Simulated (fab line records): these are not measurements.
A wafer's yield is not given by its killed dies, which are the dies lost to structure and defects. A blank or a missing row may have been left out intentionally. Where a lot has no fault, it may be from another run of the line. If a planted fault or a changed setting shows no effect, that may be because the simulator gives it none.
The tool behind it: which one? + flow gf180mcu + 14 lots with 42 wafers sampled at 3 steps, on a route of 602 steps

WHAT EACH GAUGE READ, for each wafer
GF_HV_LDD_OVL_MEAS_32.
| lot  | measured     | on         | HV_LDD_02_OVL (nm) |
|------|--------------|------------|--------------------|
| L156 | day 11 10:49 | overlay-02 | 0.0 -1.5 -2.7      |
| L157 | day 11 23:20 | overlay-02 | 0.2 -1.8 1.0       |
| L162 | day 13 11:31 | overlay-01 | 1.6 0.8 0.7        |
| L163 | day 14 03:07 | overlay-01 | 0.5 0.6 0.2        |
| L168 | day 15 15:14 | overlay-01 | 0.8 1.6 0.1        |
| L169 | day 16 00:31 | overlay-01 | -0.8 0.0 0.8       |
| L170 | day 16 04:08 | overlay-02 | -2.2 -3.6 -2.2     |
| L172 | day 16 18:01 | overlay-01 | 1.7 2.1 2.0        |
| L173 | day 17 04:02 | overlay-02 | 0.0 0.3 -0.5       |
| L174 | day 17 14:46 | overlay-02 | -2.4 -3.3 -1.9     |
| L176 | day 18 03:14 | overlay-02 | 0.1 -0.8 -0.5      |
| L177 | day 18 11:39 | overlay-02 | 1.6 1.7 1.4        |
| L178 | day 18 22:43 | overlay-02 | -0.9 -2.5 -2.4     |
| L179 | day 19 05:04 | overlay-01 | 2.3 2.2 0.6        |

GF_HV_LDD_THK_MEAS_55.
| lot  | measured     | on            | HV_LDD_CVD_54_THK (nm) |
|------|--------------|---------------|------------------------|
| L156 | day 12 08:14 | film_metro-02 | 10.10 10.04 9.95       |
| L157 | day 12 21:16 | film_metro-01 | 9.91 9.98 9.84         |
| L162 | day 14 10:43 | film_metro-02 | 10.23 10.20 10.04      |
| L163 | day 15 02:01 | film_metro-01 | 10.14 10.20 10.23      |
| L168 | day 16 14:37 | film_metro-04 | 9.77 9.81 9.76         |
| L169 | day 17 01:10 | film_metro-04 | 9.85 9.95 10.03        |
| L170 | day 17 05:40 | film_metro-04 | 9.81 9.75 10.00        |
| L172 | day 17 20:48 | film_metro-01 | 10.11 9.89 9.93        |
| L173 | day 18 05:44 | film_metro-01 | 10.00 9.94 9.99        |
| L174 | day 18 16:48 | film_metro-01 | 9.69 9.72 9.76         |
| L176 | day 19 06:19 | film_metro-02 | 10.05 10.20 10.18      |
| L177 | day 19 14:28 | film_metro-02 | 9.85 9.95 9.92         |
| L178 | day 20 01:07 | film_metro-04 | 10.05 10.08 9.91       |
| L179 | day 20 07:59 | film_metro-02 | 9.81 9.81 9.78         |

TOOL THAT RAN EACH LOT (tool first, then ch and the chambers of the sampled wafers, then the start)
| lot  | GF_HV_LDD_RTA_52                 |
|------|----------------------------------|
| L156 | rtp_anneal-01 ch 0, day 12 07:02 |
| L157 | rtp_anneal-01 ch 0, day 12 20:04 |
| L162 | rtp_anneal-01 ch 0, day 14 09:31 |
| L163 | rtp_anneal-02 ch 0, day 15 00:48 |
| L168 | rtp_anneal-01 ch 0, day 16 13:25 |
| L169 | rtp_anneal-01 ch 0, day 16 23:58 |
| L170 | rtp_anneal-01 ch 0, day 17 03:40 |
| L172 | rtp_anneal-02 ch 0, day 17 17:59 |
| L173 | rtp_anneal-02 ch 0, day 18 04:32 |
| L174 | rtp_anneal-02 ch 0, day 18 15:36 |
| L176 | rtp_anneal-01 ch 0, day 19 04:46 |
| L177 | rtp_anneal-02 ch 0, day 19 13:16 |
| L178 | rtp_anneal-02 ch 0, day 19 23:55 |
| L179 | rtp_anneal-01 ch 0, day 20 06:16 |
- GF_HV_LDD_RTA_52: time 10 s.

WHAT THE TOOLS THEMSELVES READ (means of the sampled wafers that have a number; where no wafer has one, the mark that the record gives instead)
GF_HV_LDD_RTA_52.
| lot  | tool          | lamp_power_pct (%) | wafer_temp_C_max |
|------|---------------|--------------------|------------------|
| L156 | rtp_anneal-01 | 32.5               | 1003.7           |
| L157 | rtp_anneal-01 | 32.5               | 1003.8           |
| L162 | rtp_anneal-01 | 32.5               | 1003.8           |
| L163 | rtp_anneal-02 | 33.2               | 1003.0           |
| L168 | rtp_anneal-01 | 32.5               | 1004.3           |
| L169 | rtp_anneal-01 | 32.5               | 1004.5           |
| L170 | rtp_anneal-01 | 32.5               | 1004.6           |
| L172 | rtp_anneal-02 | 33.2               | 1004.4           |
| L173 | rtp_anneal-02 | 33.2               | 1004.5           |
| L174 | rtp_anneal-02 | 33.2               | 1004.4           |
| L176 | rtp_anneal-01 | 32.5               | 1003.7           |
| L177 | rtp_anneal-02 | 33.1               | 1004.3           |
| L178 | rtp_anneal-02 | 33.2               | 1003.9           |
| L179 | rtp_anneal-01 | 32.5               | 1004.9           |

THE ANSWER, worked out from the rows above alone
Rule: the usual values come from the lots themselves. The widest of any qualifying gaps counts: lots, ordered by their means at a reading, are off when they make up no more than a third of the lots, leave a main group of 4 or more, and stand apart from it by 3 or more times the standard deviation of that group's means. A main group whose means are all the same, to the digits that the tables above print for the reading, isn't used. A lot without any number at a reading at which 4 lots or more have one is off too. Any other lot the step has rows for is counted as sound. First the gauges in route order, then the tools' own readings, where a lot's mean is used as printed above. At the first step where some lot is off, the reading lying furthest off is the one used; lots without a number count as furthest.
No lot is off on any of the readings shown, so nothing can be concluded from this.

WHAT THE SIMULATOR HAD INSERTED
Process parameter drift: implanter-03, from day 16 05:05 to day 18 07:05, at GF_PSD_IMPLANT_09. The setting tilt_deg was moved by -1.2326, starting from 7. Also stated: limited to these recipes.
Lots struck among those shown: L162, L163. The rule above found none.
